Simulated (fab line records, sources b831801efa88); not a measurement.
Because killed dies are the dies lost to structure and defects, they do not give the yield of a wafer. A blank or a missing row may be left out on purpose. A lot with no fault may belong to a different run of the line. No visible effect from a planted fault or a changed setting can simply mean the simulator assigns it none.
Which tool did it?    flow sky130    24 lots, 72 wafers sampled, at 6 steps of a route of 708

## WHAT THE GAUGES SHOWED, per wafer
SKY_FIELD_ISO_THK_MEAS_04. Usual: FIELD_ISO_CVD_03_THK typically reads 165.8 nm, with standard deviation 1.5.
lot   measured     on             FIELD_ISO_CVD_03_THK (nm)  flag
L074  day 1 15:34  film metro-02  167.7 166.9 166.8          
L075  day 1 19:36  film metro-02  164.8 165.9 165.7          
L076  day 2 00:55  film metro-03  168.5 166.4 167.7          
L077  day 2 05:20  film metro-03  169.1 168.8 168.5          
L078  day 2 11:02  film metro-02  168.3 167.7 166.7          
L079  day 2 17:02  film metro-01  165.3 163.3 163.5          
L080  day 2 21:09  film metro-03  165.1 166.4 165.7          
L081  day 3 01:35  film metro-02  166.9 166.8 165.2          
L082  day 3 06:23  film metro-03  165.6 164.5 165.3          
L083  day 3 12:56  film metro-03  165.8 165.4 165.6          
L084  day 3 17:16  film metro-01  166.1 167.8 166.4          
L085  day 3 23:38  film metro-03  164.3 165.2 164.2          
L086  day 4 03:50  film metro-02  165.7 165.0 166.0          
L087  day 4 10:11  film metro-02  167.1 166.4 167.4          
L088  day 4 14:41  film metro-02  165.2 164.5 164.5          
L089  day 4 16:59  film metro-01  167.1 166.4 165.4          
L090  day 4 23:50  film metro-03  165.6 165.1 164.6          
L091  day 5 02:58  film metro-03  166.8 164.4 165.1          
L092  day 5 08:22  film metro-01  165.3 163.7 164.9          
L093  day 5 14:05  film metro-01  165.7 166.3 165.2          
L094  day 5 21:56  film metro-01  167.3 167.8 166.8          
L095  day 6 00:38  film metro-01  165.4 165.0 164.9          
L096  day 6 05:33  film metro-01  164.8 164.2 164.5          
L097  day 6 12:05  film metro-03  161.9 163.2 163.9          

SKY_RES_XHIGH_TW_MEAS_09. Usual: RES_XHIGH_TW typically reads 1628, with standard deviation 8.3.
lot   measured      on             RES_XHIGH_TW    flag
L074  day 26 10:50  film metro-02  1634 1630 1632  
L075  day 27 00:59  film metro-04  1621 1623 1625  
L076  day 27 01:17  film metro-02  1632 1643 1638  
L077  day 27 15:21  film metro-04  1618 1621 1619  
L078  day 27 23:17  film metro-02  1630 1636 1642  
L079  day 28 16:02  film metro-02  1625 1630 1633  
L080  day 28 18:08  film metro-04  1616 1607 1616  
L081  day 30 07:44  film metro-04  1621 1619 1629  
L082  day 30 00:17  film metro-01  1639 1640 1645  
L083  day 30 10:08  film metro-01  1637 1630 1630  
L084  day 30 08:51  film metro-02  1627 1629 1628  
L085  day 30 18:53  film metro-04  1611 1622 1618  
L086  day 31 00:14  film metro-04  1630 1618 1625  
L087  day 31 07:20  film metro-01  1620 1634 1626  
L088  day 31 10:50  film metro-02  1622 1632 1634  
L089  day 31 14:42  film metro-02  1629 1638 1633  
L090  day 31 16:50  film metro-02  1644 1631 1630  
L091  day 32 11:38  film metro-02  1621 1631 1620  
L092  day 32 13:11  film metro-02  1626 1620 1621  
L093  day 32 22:23  film metro-02  1633 1635 1633  
L094  day 33 11:32  film metro-01  1636 1642 1635  
L095  day 33 12:27  film metro-01  1626 1639 1626  
L096  day 33 16:02  film metro-04  1615 1619 1621  
L097  day 34 02:26  film metro-01  1629 1642 1630  

SKY_CONTACT_THK_MEAS_26: measures by xrf. Usual: CONTACT_W_THK typically reads 339 nm, with standard deviation 5.
lot   measured      on             CONTACT_W_THK (nm)  flag
L074  day 31 11:36  film metro-02  340 336 331         
L075  day 31 18:41  film metro-02  336 342 330         
L076  day 31 19:17  film metro-02  330 330 333         
L077  day 32 15:49  film metro-02  334 343 342         
L078  day 32 17:33  film metro-02  339 338 344         
L079  day 33 15:46  film metro-03  348 345 342         
L080  day 33 17:43  film metro-03  338 336 338         
L081  day 35 01:15  film metro-01  337 334 339         
L082  day 34 23:02  film metro-02  337 340 342         
L083  day 35 02:48  film metro-03  337 334 338         
L084  day 35 01:47  film metro-01  332 339 340         
L085  day 35 08:04  film metro-01  349 341 337         
L086  day 35 15:30  film metro-02  340 346 346         
L087  day 35 19:11  film metro-03  334 342 339         
L088  day 36 01:06  film metro-03  346 346 341         
L089  day 36 07:10  film metro-01  337 335 334         
L090  day 36 07:52  film metro-01  339 334 338         
L091  day 37 01:06  film metro-01  345 344 350         
L092  day 37 02:21  film metro-01  336 331 331         
L093  day 37 11:49  film metro-01  337 337 338         
L094  day 37 23:22  film metro-01  340 331 334         
L095  day 38 01:29  film metro-01  339 337 334         
L096  day 38 04:23  film metro-02  336 346 342         
L097  day 38 16:32  film metro-01  339 340 333         

SKY_VIA3_THK_MEAS_01. Usual: VIA3_HDPCVD_THK typically reads 1631 nm, with standard deviation 24.
lot   measured      on             VIA3_HDPCVD_THK (nm)  flag
L074  day 38 11:37  film metro-04  1611 1617 1619        
L075  day 38 15:47  film metro-02  1656 1635 1628        
L076  day 38 17:46  film metro-01  1628 1633 1657        
L077  day 39 12:01  film metro-02  1640 1642 1603        
L078  day 39 13:46  film metro-02  1649 1651 1650        
L079  day 40 09:52  film metro-04  1638 1644 1637        
L080  day 40 11:10  film metro-04  1671 1660 1639        
L081  day 41 17:52  film metro-04  1625 1648 1631        
L082  day 41 16:01  film metro-02  1623 1626 1654        
L083  day 41 19:04  film metro-01  1595 1630 1644        
L084  day 41 18:27  film metro-04  1593 1624 1646        
L085  day 42 00:05  film metro-01  1666 1596 1631        
L086  day 42 05:26  film metro-04  1662 1596 1664        
L087  day 42 08:08  film metro-01  1591 1653 1633        
L088  day 42 15:11  film metro-04  1608 1593 1618        
L089  day 42 19:37  film metro-02  1658 1636 1652        
L090  day 42 21:25  film metro-04  1661 1657 1646        
L091  day 43 11:41  film metro-02  1626 1595 1650        
L092  day 43 12:23  film metro-04  1663 1620 1654        
L093  day 43 22:02  film metro-01  1628 1662 1667        
L094  day 44 06:35  film metro-01  1672 1611 1633        
L095  day 44 08:38  film metro-01  1673 1636 1660        
L096  day 44 09:59  film metro-04  1574 1573 1571        
L097  day 44 22:44  film metro-04  1671 1650 1674        

## WHAT TOOL EACH LOT RAN ON (gives the tool, then ch and the chambers of the sampled wafers, and finally the start)
lot   SKY_LI_CONTACT_STRIP_16               SKY_LI_CONTACT_SPUTTER_19
L074  plasma asher-04 ch 0,1, day 28 21:22  pvd sputter-04, day 28 21:40
L075  plasma asher-01 ch 0,1, day 29 10:13  pvd sputter-01, day 29 10:31
L076  plasma asher-02 ch 0,1, day 29 11:19  pvd sputter-04, day 29 11:37
L077  plasma asher-01 ch 0,1, day 30 01:00  pvd sputter-04, day 30 01:17
L078  plasma asher-04 ch 1, day 30 07:21    pvd sputter-01, day 30 07:39
L079  plasma asher-01 ch 0,1, day 31 08:19  pvd sputter-04, day 31 08:39
L080  plasma asher-04 ch 0,1, day 31 09:22  pvd sputter-02, day 31 09:41
L081  plasma asher-02 ch 0, day 32 16:31    pvd sputter-04, day 32 16:49
L082  plasma asher-01 ch 1, day 32 14:37    pvd sputter-04, day 32 14:58
L083  plasma asher-02 ch 1, day 32 17:58    pvd sputter-01, day 32 18:16
L084  plasma asher-01 ch 0,1, day 32 17:27  pvd sputter-04, day 32 17:43
L085  plasma asher-02 ch 0,1, day 32 22:46  pvd sputter-04, day 32 23:04
L086  plasma asher-02 ch 0,1, day 33 06:52  pvd sputter-04, day 33 07:11
L087  plasma asher-04 ch 0,1, day 33 11:31  pvd sputter-04, day 33 11:50
L088  plasma asher-01 ch 0,1, day 33 17:13  pvd sputter-02, day 33 17:31
L089  plasma asher-04 ch 0,1, day 33 22:36  pvd sputter-04, day 33 22:53
L090  plasma asher-01 ch 0,1, day 33 23:22  pvd sputter-02, day 33 23:40
L091  plasma asher-04 ch 0,1, day 34 17:49  pvd sputter-04, day 34 18:08
L092  plasma asher-01 ch 1, day 34 19:16    pvd sputter-01, day 34 19:34
L093  plasma asher-04 ch 0,1, day 35 04:31  pvd sputter-02, day 35 04:50
L094  plasma asher-01 ch 0,1, day 35 17:16  pvd sputter-02, day 35 17:34
L095  plasma asher-01 ch 0,1, day 35 18:22  pvd sputter-01, day 35 18:40
L096  plasma asher-01 ch 0,1, day 35 20:49  pvd sputter-01, day 35 21:07
L097  plasma asher-04 ch 0,1, day 36 08:40  pvd sputter-04, day 36 08:58
- SKY_LI_CONTACT_STRIP_16: strips in O2/N2.
- SKY_LI_CONTACT_SPUTTER_19: material Ti, target thk 20 nm, time 106.37 s.

## WHAT THE TOOLS THEMSELVES READ (means of the sampled wafers that have a number; where no wafer has one, the mark that the record gives instead)
SKY_LI_CONTACT_STRIP_16. Usual: drypump motor current A 5.7 A, standard deviation 0.69; oes product au 0.376 a.u., standard deviation 0.0049; strip time to endpoint s 3.49 s, standard deviation 0.045.
lot   tool             drypump motor current A (A)  oes product au (a.u.)  strip time to endpoint s (s)  flag
L074  plasma asher-04  5.4                          0.375                  3.48                          
L075  plasma asher-01  5.5                          0.376                  3.50                          
L076  plasma asher-02  5.6                          0.372                  3.48                          
L077  plasma asher-01  5.5                          0.377                  3.52                          
L078  plasma asher-04  4.7                          0.379                  3.50                          
L079  plasma asher-01  5.9                          0.375                  3.52                          
L080  plasma asher-04  6.0                          0.373                  3.46                          
L081  plasma asher-02  5.1                          0.376                  3.46                          
L082  plasma asher-01  6.2                          0.376                  3.54                          
L083  plasma asher-02  5.9                          0.374                  3.51                          
L084  plasma asher-01  5.6                          0.374                  3.48                          
L085  plasma asher-02  5.6                          0.374                  3.49                          
L086  plasma asher-02  5.6                          0.372                  3.50                          
L087  plasma asher-04  5.4                          0.375                  3.44                          
L088  plasma asher-01  5.9                          0.376                  3.47                          
L089  plasma asher-04  6.0                          0.378                  3.48                          
L090  plasma asher-01  5.9                          0.374                  3.49                          
L091  plasma asher-04  5.4                          0.379                  3.53                          
L092  plasma asher-01  6.2                          0.375                  3.49                          
L093  plasma asher-04  6.0                          0.376                  3.50                          
L094  plasma asher-01  5.9                          0.378                  3.50                          
L095  plasma asher-01  5.9                          0.376                  3.52                          
L096  plasma asher-01  5.9                          0.373                  3.42                          
L097  plasma asher-04  6.0                          0.376                  3.43                          

SKY_LI_CONTACT_SPUTTER_19. Usual: throttle valve pct reads 30.3 % (standard deviation 1.1).
lot   tool            throttle valve pct (%)  flag
L074  pvd sputter-04  30.2                    
L075  pvd sputter-01  28.4                    
L076  pvd sputter-04  30.1                    
L077  pvd sputter-04  30.1                    
L078  pvd sputter-01  28.6                    
L079  pvd sputter-04  30.1                    
L080  pvd sputter-02  30.8                    
L081  pvd sputter-04  30.3                    
L082  pvd sputter-04  30.1                    
L083  pvd sputter-01  28.2                    
L084  pvd sputter-04  30.5                    
L085  pvd sputter-04  30.6                    
L086  pvd sputter-04  30.2                    
L087  pvd sputter-04  30.7                    
L088  pvd sputter-02  31.0                    
L089  pvd sputter-04  30.1                    
L090  pvd sputter-02  30.4                    
L091  pvd sputter-04  30.7                    
L092  pvd sputter-01  28.4                    
L093  pvd sputter-02  30.9                    
L094  pvd sputter-02  30.5                    
L095  pvd sputter-01  29.9                    
L096  pvd sputter-01  28.0                    
L097  pvd sputter-04  30.7                    

## THE ANSWER, worked out from the rows above alone
Rule: a lot is off if the mean of its wafers that have a number lies more than 3 standard deviations from the usual mean. A lot without any number at a reading at which 4 lots or more have one is off too. The other lots that the step has rows for count as sound. The gauges are gone through in route order, then the tools' own readings, and for those a lot's mean is taken as printed above. At the first step where some lot is off, the reading lying furthest off is the one used; lots without a number count as furthest.
No lot is off on any of the readings shown, so nothing can be concluded from this.

## WHAT HAD BEEN PUT IN BY THE SIMULATOR
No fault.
